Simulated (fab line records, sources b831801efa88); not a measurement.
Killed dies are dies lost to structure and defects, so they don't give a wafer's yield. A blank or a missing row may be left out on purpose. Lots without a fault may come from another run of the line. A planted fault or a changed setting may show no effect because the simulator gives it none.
One fault seen from 2 desks | flow gf180mcu | each desk has only its own numbers; what lay behind them comes last

THE TOOL OWNER'S DESK: litho_track-03
The tool's own readings at GF_V3_DEVELOP_13 (develop time 60 s): means of the sampled wafers that have a number, for each lot that ran on this tool. A lot is out of limits, marked OUT, if its mean lies more than 4 standard deviations from the usual mean; the brackets give that distance.
Columns: A = developer_temp_C at GF_V3_DEVELOP_13, usual 21.01 C
lot  | first seen here | A
L546 | day 22 11:41    | 21.03
L547 | day 22 21:01    | 21.03
L548 | day 23 07:59    | 20.92
L549 | day 23 13:02    | 21.05
L551 | day 24 06:04    | 21.02
L554 | day 25 08:25    | 21.01
L558 | day 26 12:29    | 21.00
L567 | day 29 09:37    | 20.11 (-9.0) OUT
L568 | day 29 23:02    | 20.16 (-8.5) OUT
This desk's finding: out of limits on L567, L568; first on L567, day 29 09:37 (developer_temp_C at GF_V3_DEVELOP_13). In limits: L546, L547, L548, L549, L551, L554, L558.

THE METROLOGY DESK
What the gauges read, lot by lot, whatever tool the lot ran on: means of the sampled wafers that have a number. A lot is out of limits, marked OUT, if its mean lies more than 4 standard deviations from the usual mean; the brackets give that distance.
Columns: A = V3_OVL at GF_V3_OVL_MEAS_15, usual 2 nm
lot  | first seen here | A
L546 | day 22 11:56    | 11
L547 | day 22 21:17    | 4
L548 | day 23 08:14    | -4
L549 | day 23 13:17    | -4
L550 | day 24 02:59    | 1
L551 | day 24 06:20    | 5
L553 | day 25 03:52    | -2
L554 | day 25 08:38    | 1
L556 | day 26 06:02    | 10
L557 | day 26 09:56    | 0
L558 | day 26 12:44    | 4
L560 | day 27 07:02    | -1
L567 | day 29 09:50    | 7
L568 | day 29 23:17    | -5
This desk's finding: nothing out of limits on any of the 14 lots.

PUT TOGETHER
The tool owner's desk could have raised an alarm at day 29 09:37, on L567, L568.
The metrology desk saw nothing out of limits.
The metrology desk has L567, L568 on record, within its limits.
Of the lots named, all ran GF_V3_DEVELOP_13 on litho_track-03.

WHAT THE SIMULATOR HAD PUT IN
Process parameter drift: litho_track-03, from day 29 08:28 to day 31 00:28, at GF_V3_DEVELOP_13. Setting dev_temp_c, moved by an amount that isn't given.
Lots struck among those shown: L567, L568.
Hours from the fault's start to each desk's first reading out of limits: the tool owner's desk, 1.
